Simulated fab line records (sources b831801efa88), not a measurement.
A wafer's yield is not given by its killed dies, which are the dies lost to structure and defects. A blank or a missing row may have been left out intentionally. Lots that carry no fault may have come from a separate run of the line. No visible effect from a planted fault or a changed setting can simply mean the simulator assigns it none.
fab line records ; flow sfqLine
record: lots: 5; wafers: 15; lastDay: 97
route steps=325 shown I4@170 JJ@178 M5@198 A5B@209 C5@248
lots that met no fault: from a run of the same line without faults
startH: hours from the record's first day to the start of the lot's first wafer shown ; waitH: how many hours have passed since the lot's step before this one ; " the same as in the row above ; L1.1+2: several wafers, shown together as one row ; - no value, or no start given ; * or withheld: withheld ; < > ~ a bound
route shown NAME@n: a module of which the file shows steps, and the number in the route of the first ; usual: the fault-free wafers' mean and standard deviation ; same: alike in all rows ; chamber/n: place in a boat ; sites: each site's reading ; _std_site: standard deviation across them ; _edge_site: mean of outer sites minus mean of inner sites ; radiusMm: for every site, how far away it sits from the centre of the wafer ; mask NAME#n: copy n ; behind: the tool/chamber that last shaped the wafer ; hold: why the lot was held/for how many hours/how that ended ; device: names the non-switching transistor (n, p or np) ; end of line: tests run on the same wafers once the route is complete ; for a step that has no rows: nothing shown but its recipe ; killed: not the wafer's yield, but the dies lost to structure and defects at the first sort ; map: the dies of a wafer, with x for killed, . for not killed, _ for no die there
set.NAME: the setting as run; set.NAME@STEP: as run at that earlier step ; model.NAME: the simulator's own value behind a step, which no gauge read
a table for each step, a row for each wafer; lots at some steps of the route
services: from which hour (startH, from the record's first day; less than 0 if before it) a tool's chamber was out of use, for how many hours, and why
== steps ==
step: SFQ_TRILAYER_I4_VIA_LITHO_EXPOSE_104
recipe: maskId: I4; na: 0.6; sourceShape: conventional; sigmaOuter: 0.65; targetCdNm: 700; doseMj: 21.3
step: SFQ_TRILAYER_I4_VIA_LITHO_PEB_106
recipe: pebTempC: 115; pebTimeS: 60; resist: KrF
step: SFQ_TRILAYER_I4_VIA_LITHO_DEVELOP_105
recipe: timeS: 60; resist: KrF
step: SFQ_I4_OVL_MEAS_928
usual: I4_OVL: 3/4.5
lot.wafer;tool;chamber;startH;waitH;I4_OVL[nm]
L503.2;overlay-02;-;1433.58;0.1;5
L503.3;overlay-02;-;1433.58;0.1;-4
L503.4;overlay-02;-;1433.58;0.1;6
L508.1;overlay-02;-;1494.13;0.1;1
L508.2;overlay-02;-;1494.13;0.1;6
L508.5;overlay-02;-;1494.13;0.1;5
L516.1;overlay-02;-;1576.18;0.1;-3
L516.5;overlay-02;-;1576.18;0.1;-4
L516.6;overlay-02;-;1576.18;0.1;-6
L520.1;overlay-02;-;1580.98;0.1;2
L520.3;overlay-02;-;1580.98;0.1;10
L520.4;overlay-02;-;1580.98;0.1;6
L523.2;overlay-02;-;1584.58;0.1;9
L523.3;overlay-02;-;1584.58;0.1;4
L523.4;overlay-02;-;1584.58;0.1;4
step: SFQ_TRILAYER_I4_VIA_BARC_OPEN_VIA_ETCH_146
recipe: maskMaterial: PR; chemistry: O2; targetDepthNm: 125; target: BARC; sourceW: 500; biasW: 80; pressureMtorr: 30; timeS: 41.7
step: SFQ_TRILAYER_I4_VIA_ETCH_VIA_ETCH_106
recipe: target: SiO2; stopOn: Nb; maskMaterial: PR; taperDeg: 20; chemistry: CHF3; targetDepthNm: 260; sourceW: 507.1; biasW: 80; pressureMtorr: 30; timeS: withheld
step: SFQ_TRILAYER_I4_VIA_STRIP_STRIP_107
recipe: gas: O2; powerW: 200; platenTempC: 40; overashFraction: 0.65; chemistry: O2; pressureMtorr: 50
usual: drypumpMotorCurrentA: 5.9/0.33; oesProductAu: 1.001/0.007
lot.wafer;tool;chamber;startH;waitH;drypumpMotorCurrentA;oesProductAu;rfHoursCounterH
L503.2;rieMetal-02;0;1433.76;-;6.0;1.009;55
L503.3;rieMetal-02;0;1433.76;-;6.0;0.997;-
L503.4;rieMetal-02;1;1433.76;-;6.3;1.004;-
L508.1;rieMetal-04;0;1494.32;-;5.5;1.007;89
L508.2;rieMetal-04;1;1494.32;-;6.2;0.997;14
L508.5;rieMetal-04;1;1494.32;-;6.2;0.997;-
L516.1;rieMetal-04;0;1576.37;-;5.6;0.997;98
L516.5;rieMetal-04;0;1576.37;-;5.6;1.005;-
L516.6;rieMetal-04;1;1576.37;-;6.2;1.000;-
L520.1;rieMetal-02;0;1581.17;-;6.0;1.002;75
L520.3;rieMetal-02;0;1581.17;-;6.1;0.996;-
L520.4;rieMetal-02;1;1581.17;-;6.3;1.007;-
L523.2;rieMetal-01;1;1584.77;-;5.4;0.988;42
L523.3;rieMetal-01;0;1584.77;-;5.9;1.003;-
L523.4;rieMetal-01;1;1584.77;-;5.4;0.995;-
step: SFQ_TRILAYER_I4_VIA_STRIP_SOLV_CLEAN_108
recipe: chemistry: NMP; tempC: 70; timeS: 600
step: SFQ_TRILAYER_JJ_TRILAYER_DEP_PRE_CLEAN_113
recipe: gas: Ar; timeS: 22.5; biasV: 250
step: SFQ_TRILAYER_JJ_TRILAYER_DEP_SPUTTER_109
recipe: material: Nb; basePressurePa: 1.33e-06; chamberPressurePa: 0.1333; substrateTempC: 20; targetThkNm: 150; powerW: 2000; timeS: 100
step: SFQ_TRILAYER_JJ_TRILAYER_DEP_SPUTTER_110
recipe: material: Al; basePressurePa: 1.33e-06; targetThkNm: 8; powerW: 500; timeS: 10; chamberPressurePa: 0.4
usual: cathodeDcPowerW: 500.01/0.089; throttleValvePct: 29.7/0.93
lot.wafer;tool;chamber;startH;waitH;cathodeDcPowerW;throttleValvePct
L503.2;pvdSputter-04;-;1434.63;0.0;499.95;29.0
L503.3;pvdSputter-04;-;1434.63;0.0;500.12;28.1
L503.4;pvdSputter-04;-;1434.63;0.0;500.13;29.8
L508.1;pvdSputter-04;-;1495.20;0.0;499.82;30.3
L508.2;pvdSputter-04;-;1495.20;0.0;500.12;29.7
L508.5;pvdSputter-04;-;1495.20;0.0;499.86;28.4
L516.1;pvdSputter-04;-;1577.24;0.0;499.99;28.2
L516.5;pvdSputter-04;-;1577.24;0.0;499.94;29.0
L516.6;pvdSputter-04;-;1577.24;0.0;500.06;29.4
L520.1;pvdSputter-05;-;1582.04;0.0;499.97;30.8
L520.3;pvdSputter-05;-;1582.04;0.0;499.95;31.0
L520.4;pvdSputter-05;-;1582.04;0.0;500.09;29.2
L523.2;pvdSputter-05;-;1585.64;0.0;500.00;30.3
L523.3;pvdSputter-05;-;1585.64;0.0;499.98;30.7
L523.4;pvdSputter-05;-;1585.64;0.0;500.08;31.3
step: SFQ_TRILAYER_JJ_TRILAYER_DEP_AL_OXIDATION_111
recipe: pressureMbar: 0.014667; oxidationTimeS: 600; temperatureK: 293
step: SFQ_TRILAYER_JJ_TRILAYER_DEP_SPUTTER_112
recipe: material: Nb; basePressurePa: 1.33e-06; chamberPressurePa: 0.1333; substrateTempC: 20; targetThkNm: 170; powerW: 2000; timeS: 113.3
usual: cathodeDcPowerW: 2000.0/0.36; throttleValvePct: 29.7/0.95
lot.wafer;tool;chamber;startH;waitH;cathodeDcPowerW;throttleValvePct;model.Nb_of_TRILAYER_JJ_TRILAYER_DEP_SPUTTER_112.thkNm
L503.2;pvdSputter-04;-;1435.66;0.5;1999.4;29.1;171.4
L503.3;pvdSputter-04;-;1435.66;0.5;1999.4;28.4;170.5
L503.4;pvdSputter-04;-;1435.66;0.5;2000.4;29.5;169.9
L508.1;pvdSputter-04;-;1496.22;0.5;2000.0;30.2;171.9
L508.2;pvdSputter-04;-;1496.22;0.5;1999.7;29.5;171.7
L508.5;pvdSputter-04;-;1496.22;0.5;2000.4;28.2;171.8
L516.1;pvdSputter-04;-;1578.27;0.5;2000.7;28.1;165.3
L516.5;pvdSputter-04;-;1578.27;0.5;2000.0;29.2;169.2
L516.6;pvdSputter-04;-;1578.27;0.5;1999.7;29.3;101.8
L520.1;pvdSputter-05;-;1583.07;0.5;2000.7;30.9;171.4
L520.3;pvdSputter-05;-;1583.07;0.5;1999.9;31.2;172
L520.4;pvdSputter-05;-;1583.07;0.5;2000.1;29.3;173.2
L523.2;pvdSputter-05;-;1586.67;0.5;2000.1;30.5;172.7
L523.3;pvdSputter-05;-;1586.67;0.5;1999.9;30.7;170.4
L523.4;pvdSputter-05;-;1586.67;0.5;1999.8;31.1;170.5
step: SFQ_JJ_RS_MEAS_929
recipe: thkMeasGauge: four-point-probe; reads: Nb_of_TRILAYER_JJ_TRILAYER_DEP_SPUTTER_112
usual: JJ_NB_RS: 1.051/0.0091
lot.wafer;tool;chamber;startH;waitH;JJ_NB_RS[ohm/sq]
L503.2;filmMetro-03;-;1435.76;0.1;1.042
L503.3;filmMetro-03;-;1435.76;0.1;1.047
L503.4;filmMetro-03;-;1435.76;0.1;1.053
L508.1;filmMetro-02;-;1496.30;0.0;1.038
L508.2;filmMetro-02;-;1496.30;0.0;1.036
L508.5;filmMetro-02;-;1496.30;0.0;1.038
L516.1;filmMetro-01;-;1578.35;0.0;1.079
L516.5;filmMetro-01;-;1578.35;0.0;1.055
L516.6;filmMetro-01;-;1578.35;0.0;1.768
L520.1;filmMetro-01;-;1583.15;0.0;1.040
L520.3;filmMetro-01;-;1583.15;0.0;1.039
L520.4;filmMetro-01;-;1583.15;0.0;1.031
L523.2;filmMetro-03;-;1586.77;0.1;1.032
L523.3;filmMetro-03;-;1586.77;0.1;1.045
L523.4;filmMetro-03;-;1586.77;0.1;1.046
step: SFQ_TRILAYER_JJ_CE_LITHO_COAT_119
recipe: resist: BARC; spinRpm: 3000; resistThkNm: 62
step: SFQ_TRILAYER_JJ_CE_LITHO_COAT_114
recipe: resist: KrF; spinRpm: 3000; resistThkNm: 600
step: SFQ_TRILAYER_JJ_CE_LITHO_SOFTBAKE_118
recipe: tempC: withheld; timeS: withheld; resist: KrF
step: SFQ_TRILAYER_JJ_CE_LITHO_EXPOSE_115
recipe: maskId: J5; na: 0.6; sourceShape: conventional; sigmaOuter: 0.65; targetCdNm: 700; doseMj: 14.4
step: SFQ_TRILAYER_JJ_CE_LITHO_PEB_117
recipe: pebTempC: 115; pebTimeS: 58.27; resist: KrF
step: SFQ_TRILAYER_JJ_CE_LITHO_DEVELOP_116
recipe: timeS: 60; resist: KrF
step: SFQ_JJ_OVL_MEAS_931
usual: J5_OVL: 1/5.9
lot.wafer;tool;chamber;startH;waitH;J5_OVL[nm]
L503.2;overlay-02;-;1551.74;0.1;9
L503.3;overlay-02;-;1551.74;0.1;-4
L503.4;overlay-02;-;1551.74;0.1;-1
L508.1;overlay-02;-;1611.41;0.1;5
L508.2;overlay-02;-;1611.41;0.1;2
L508.5;overlay-02;-;1611.41;0.1;4
L516.1;overlay-02;-;1698.24;0.1;0
L516.5;overlay-02;-;1698.24;0.1;3
L516.6;overlay-02;-;1698.24;0.1;-5
L520.1;overlay-01;-;1705.44;0.1;-1
L520.3;overlay-01;-;1705.44;0.1;3
L520.4;overlay-01;-;1705.44;0.1;3
L523.2;overlay-01;-;1710.40;0.1;1
L523.3;overlay-01;-;1710.40;0.1;-4
L523.4;overlay-01;-;1710.40;0.1;-3
step: SFQ_TRILAYER_JJ_CE_METRO_MEASURE_117
usual: cdNm: 704.2/1.2
lot.wafer;tool;chamber;startH;waitH;cdNm
L503.2;cdSem-01;-;1551.97;0.2;704.3
L503.3;cdSem-01;-;1551.97;0.2;703.7
L503.4;cdSem-01;-;1551.97;0.2;702.7
L508.1;cdSem-01;-;1611.45;0.0;703.6
L508.2;cdSem-01;-;1611.45;0.0;705.1
L508.5;cdSem-01;-;1611.45;0.0;703.8
L516.1;cdSem-01;-;1698.28;0.0;702.4
L516.5;cdSem-01;-;1698.28;0.0;702.4
L516.6;cdSem-01;-;1698.28;0.0;702.0
L520.1;cdSem-01;-;1705.48;0.0;703.3
L520.3;cdSem-01;-;1705.48;0.0;704.1
L520.4;cdSem-01;-;1705.48;0.0;703.1
L523.2;cdSem-02;-;1710.63;0.2;702.8
L523.3;cdSem-02;-;1710.63;0.2;703.7
L523.4;cdSem-02;-;1710.63;0.2;703.7
step: SFQ_TRILAYER_JJ_CE_BARC_OPEN_RIE_150
recipe: maskMaterial: PR; chemistry: O2; targetDepthNm: 240; target: BARC; icpW: 600; biasW: 80; pressureMtorr: 10; timeS: 80
usual: drypumpMotorCurrentA: 5.6/0.43; oesProductAu: 0.537/0.0044
lot.wafer;tool;chamber;startH;waitH;drypumpMotorCurrentA;oesProductAu;rfHoursCounterH
L503.2;rieMetal-03;0;1552.97;0.8;5.5;0.537;122
L503.3;rieMetal-03;0;1552.97;0.8;5.6;0.531;-
L503.4;rieMetal-03;1;1552.97;0.8;4.8;0.540;-
L508.1;rieMetal-04;1;1612.65;1.0;6.2;0.534;28
L508.2;rieMetal-04;0;1612.65;1.0;5.5;0.545;103
L508.5;rieMetal-04;1;1612.65;1.0;6.2;0.537;-
L516.1;rieMetal-03;0;1699.48;1.0;5.5;0.537;12
L516.5;rieMetal-03;1;1699.48;1.0;4.9;0.541;-
L516.6;rieMetal-03;0;1699.48;1.0;5.5;0.543;-
L520.1;rieMetal-04;1;1706.68;1.0;6.2;0.539;42
L520.3;rieMetal-04;1;1706.68;1.0;6.2;0.534;-
L520.4;rieMetal-04;0;1706.68;1.0;5.6;0.532;-
L523.2;rieMetal-04;0;1711.63;0.8;5.5;0.535;116
L523.3;rieMetal-04;0;1711.63;0.8;5.5;0.541;-
L523.4;rieMetal-04;1;1711.63;0.8;6.2;0.537;-
step: SFQ_TRILAYER_JJ_CE_ETCH_RIE_118
recipe: target: Nb; stopOn: Al2O3; maskMaterial: PR; taperDeg: 13.257; overEtchFrac: 0.15; timeS: 97.7; chemistry: SF6; targetDepthNm: 170; icpW: 600; biasW: 80; pressureMtorr: 10
usual: drypumpMotorCurrentA: 5.6/0.43; oesProductAu: 0.988/0.0063
same: overEtchFrac: 0.15
lot.wafer;tool;chamber;startH;waitH;drypumpMotorCurrentA;oesProductAu;rfHoursCounterH
L503.2;rieMetal-03;0;1553.06;0.1;5.5;0.990;122
L503.3;rieMetal-03;0;1553.06;0.1;5.6;0.993;-
L503.4;rieMetal-03;1;1553.06;0.1;4.9;0.983;-
L508.1;rieMetal-04;1;1612.74;0.1;6.2;0.993;28
L508.2;rieMetal-04;0;1612.74;0.1;5.5;1.002;103
L508.5;rieMetal-04;1;1612.74;0.1;6.2;0.991;-
L516.1;rieMetal-03;0;1699.57;0.1;5.5;0.981;12
L516.5;rieMetal-03;1;1699.57;0.1;4.8;0.981;-
L516.6;rieMetal-03;0;1699.57;0.1;5.5;0.738;-
L520.1;rieMetal-04;1;1706.77;0.1;6.2;0.998;42
L520.3;rieMetal-04;1;1706.77;0.1;6.2;0.998;-
L520.4;rieMetal-04;0;1706.77;0.1;5.6;1.007;-
L523.2;rieMetal-04;0;1711.73;0.1;5.5;1.000;116
L523.3;rieMetal-04;0;1711.73;0.1;5.5;0.995;-
L523.4;rieMetal-04;1;1711.73;0.1;6.2;0.985;-
step: SFQ_TRILAYER_JJ_ANODIZE_ANODIZE_119
recipe: currentDensityMaCm2: withheld; endCurrentDensityMaCm2: withheld; bathTempC: withheld
step: SFQ_TRILAYER_JJ_CE_STRIP_STRIP_120
recipe: gas: O2; powerW: 200; platenTempC: 40; overashFraction: 0.65; chemistry: O2; pressureMtorr: 50
usual: drypumpMotorCurrentA: 5.5/0.43; oesProductAu: 0.997/0.0076
lot.wafer;tool;chamber;startH;waitH;drypumpMotorCurrentA;oesProductAu;rfHoursCounterH
L503.2;rieMetal-04;0;1553.67;0.0;5.6;1.005;95
L503.3;rieMetal-04;0;1553.67;0.0;5.6;1.004;-
L503.4;rieMetal-04;1;1553.67;0.0;6.2;0.989;-
L508.1;rieMetal-01;0;1613.34;0.0;5.9;0.998;70
L508.2;rieMetal-01;1;1613.34;0.0;5.3;0.988;46
L508.5;rieMetal-01;0;1613.34;0.0;5.9;0.990;-
L516.1;rieMetal-04;0;1700.17;0.0;5.6;0.997;114
L516.5;rieMetal-04;1;1700.17;0.0;6.2;0.988;-
L516.6;rieMetal-04;0;1700.17;0.0;5.6;0.998;-
L520.1;rieMetal-04;1;1707.37;0.0;6.2;1.001;42
L520.3;rieMetal-04;1;1707.37;0.0;6.2;1.001;-
L520.4;rieMetal-04;0;1707.37;0.0;5.6;1.010;-
L523.2;rieMetal-03;1;1712.33;0.0;4.8;0.986;74
L523.3;rieMetal-03;0;1712.33;0.0;5.5;0.999;-
L523.4;rieMetal-03;1;1712.33;0.0;4.8;0.992;-
step: SFQ_TRILAYER_JJ_CE_STRIP_SOLV_CLEAN_121
recipe: chemistry: NMP; tempC: 70; timeS: 600
step: SFQ_TRILAYER_M5_LITHO_COAT_128
recipe: resist: BARC; spinRpm: 3000; resistThkNm: 62
step: SFQ_TRILAYER_M5_LITHO_COAT_123
recipe: resist: KrF; spinRpm: 3000; resistThkNm: 600
step: SFQ_TRILAYER_M5_LITHO_SOFTBAKE_127
recipe: tempC: withheld; timeS: withheld; resist: KrF
step: SFQ_TRILAYER_M5_LITHO_EXPOSE_124
recipe: maskId: M5; na: 0.6; sourceShape: conventional; sigmaOuter: 0.65; targetCdNm: 700; doseMj: 14.4
step: SFQ_TRILAYER_M5_LITHO_PEB_126
recipe: pebTempC: 115; pebTimeS: 60; resist: KrF
step: SFQ_TRILAYER_M5_LITHO_DEVELOP_125
recipe: timeS: 60; resist: KrF
step: SFQ_M5_OVL_MEAS_932
usual: M5_OVL: 1/5.7
lot.wafer;tool;chamber;startH;waitH;M5_OVL[nm]
L503.2;overlay-02;-;1675.32;0.1;4
L503.3;overlay-02;-;1675.32;0.1;-8
L503.4;overlay-02;-;1675.32;0.1;6
L508.1;overlay-01;-;1731.84;0.1;-6
L508.2;overlay-01;-;1731.84;0.1;-10
L508.5;overlay-01;-;1731.84;0.1;-6
L516.1;overlay-01;-;1816.77;0.1;-2
L516.5;overlay-01;-;1816.77;0.1;-1
L516.6;overlay-01;-;1816.77;0.1;0
L520.1;overlay-02;-;1827.57;0.1;11
L520.3;overlay-02;-;1827.57;0.1;8
L520.4;overlay-02;-;1827.57;0.1;6
L523.2;overlay-02;-;1833.57;0.1;2
L523.3;overlay-02;-;1833.57;0.1;-1
L523.4;overlay-02;-;1833.57;0.1;-5
step: SFQ_TRILAYER_M5_BARC_OPEN_METAL_ETCH_161
recipe: maskMaterial: PR; chemistry: O2; targetDepthNm: 125; target: BARC; icpW: 600; biasW: 80; pressureMtorr: 10; timeS: 41.7
step: SFQ_TRILAYER_M5_ETCH_METAL_ETCH_126
recipe: target: Nb; stopOn: SiO2; maskMaterial: PR; overEtchFrac: 0.15; timeS: 203.2; chemistry: Cl2/BCl3; targetDepthNm: 265; icpW: 600; biasW: 80; pressureMtorr: 10
step: SFQ_TRILAYER_M5_STRIP_STRIP_127
recipe: gas: O2; powerW: 200; platenTempC: 40; overashFraction: 0.65; chemistry: O2; pressureMtorr: 50
step: SFQ_TRILAYER_M5_STRIP_SOLV_CLEAN_128
recipe: chemistry: NMP; tempC: 70; timeS: 600
step: SFQ_TRILAYER_A5B_DEP_PECVD_129
recipe: material: SiO2; tempC: 150; timeS: 133.33; pressureTorr: 2.4; rfW: 179.7; precursor: SiH4/N2O; targetThkNm: 600
step: SFQ_TRILAYER_A5B_CMP_CMP_130
recipe: stopOn: Nb; downForcePsi: 3; platenRpm: 60; targetThkNm: 340.7
step: SFQ_TRILAYER_A5B_METRO_MEASURE_131
step: SFQ_TRILAYER_C5_ETCH_VIA_ETCH_154
recipe: target: SiO2; maskMaterial: PR; chemistry: CHF3; targetDepthNm: 84; sourceW: 500; biasW: 81.09; pressureMtorr: 30; timeS: withheld; stopOn: Nb
usual: drypumpMotorCurrentA: 5.7/0.55; oesProductAu: 0.896/0.0083
lot.wafer;tool;chamber;startH;waitH;drypumpMotorCurrentA;oesProductAu;model.Nb_of_TRILAYER_JJ_TRILAYER_DEP_SPUTTER_112.thkNm
L503.2;rieDiel-01;2;1831.63;0.0;5.6;0.893;161.3
L503.3;rieDiel-01;3;1831.63;0.0;5.8;0.887;160.4
L503.4;rieDiel-01;0;1831.63;0.0;6.3;0.907;159.9
L508.1;rieDiel-01;0;1862.79;0.0;6.3;0.906;162.1
L508.2;rieDiel-01;2;1862.79;0.0;5.6;0.896;161.8
L508.5;rieDiel-01;1;1862.79;0.0;6.3;0.906;162
L516.1;rieDiel-01;1;1930.00;0.0;6.2;0.892;155.2
L516.5;rieDiel-01;3;1930.00;0.0;5.8;0.892;159.2
L516.6;rieDiel-01;0;1930.00;0.0;6.3;0.901;91.74
L520.1;rieDiel-04;2;1959.54;0.0;6.4;0.891;161.3
L520.3;rieDiel-04;1;1959.54;0.0;5.4;0.892;161.9
L520.4;rieDiel-04;3;1959.54;0.0;4.7;0.900;163.1
L523.2;rieDiel-02;1;2042.71;0.0;6.7;0.876;162.9
L523.3;rieDiel-02;3;2042.71;0.0;5.3;0.889;160.6
L523.4;rieDiel-02;2;2042.71;0.0;5.7;0.903;160.5
== services ==
tool;chamber;startH;hours;kind
rieMetal-03;0;1469.44;3.2;repair
cdSem-01;-;1472.03;0.5;pm
cdSem-01;-;1521.86;1.6;pm
cdSem-01;-;1528.52;3.4;pm
pvdSputter-05;-;1543.31;1.4;repair
cdSem-01;-;1544.35;0.4;pm
pvdSputter-04;-;1636.48;8.1;repair
pvdSputter-04;-;1638.15;3.9;repair
cdSem-01;-;1656.03;0.2;pm
pvdSputter-05;-;1663.96;9.3;repair
rieMetal-04;0;1675.12;2.7;repair
rieMetal-03;-;1681.41;1.4;pm
rieMetal-03;-;1699.67;4.3;pm
cdSem-01;-;1706.68;1.2;pm
rieMetal-03;-;1707.24;0.4;repair
cdSem-01;-;1716.06;3.1;repair
cdSem-01;-;1728.35;0.6;pm
rieMetal-03;-;1775.99;0.4;repair
pvdSputter-05;-;1787.66;10.7;repair
rieMetal-04;-;1821.13;0.6;repair
rieMetal-04;-;1901.41;15.6;pm
rieMetal-03;-;1934.81;0.6;repair
pvdSputter-04;-;1965.82;1.3;repair
pvdSputter-04;-;2035.31;3.6;repair
== key ==
firstSign: step: SFQ_JJ_RS_MEAS_929; reading: JJ_NB_RS; direction: up; sigmas: 79; usual: 1.051; struck: 1.768
effect: step: SFQ_TRILAYER_JJ_CE_ETCH_RIE_118; reading: oesProductAu; direction: down; sigmas: 40; usual: 0.988; struck: 0.738
modelEffect: step: SFQ_TRILAYER_JJ_TRILAYER_DEP_SPUTTER_112; value: Nb_of_TRILAYER_JJ_TRILAYER_DEP_SPUTTER_112.thkNm; without: 167.5; struck: 101.8
modelEffect: step: SFQ_TRILAYER_C5_ETCH_VIA_ETCH_154; value: Nb_of_TRILAYER_JJ_TRILAYER_DEP_SPUTTER_112.thkNm; without: 157.4; struck: 91.74
metAt SFQ_TRILAYER_JJ_TRILAYER_DEP_SPUTTER_112
struckWafers L516.6
onsetBetween 1496.22 1578.27
fault: kind: processParameterDrift; tool: pvdSputter-04; chamber: -; onsetH: 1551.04; steps: SFQ_TRILAYER_JJ_TRILAYER_DEP_SPUTTER_112; channel: targetThkNm; offset: -65.7; shape: step; endH: 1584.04; actsIn: theseRecipesOnly; stated: 170; scope: struckWafersOnly
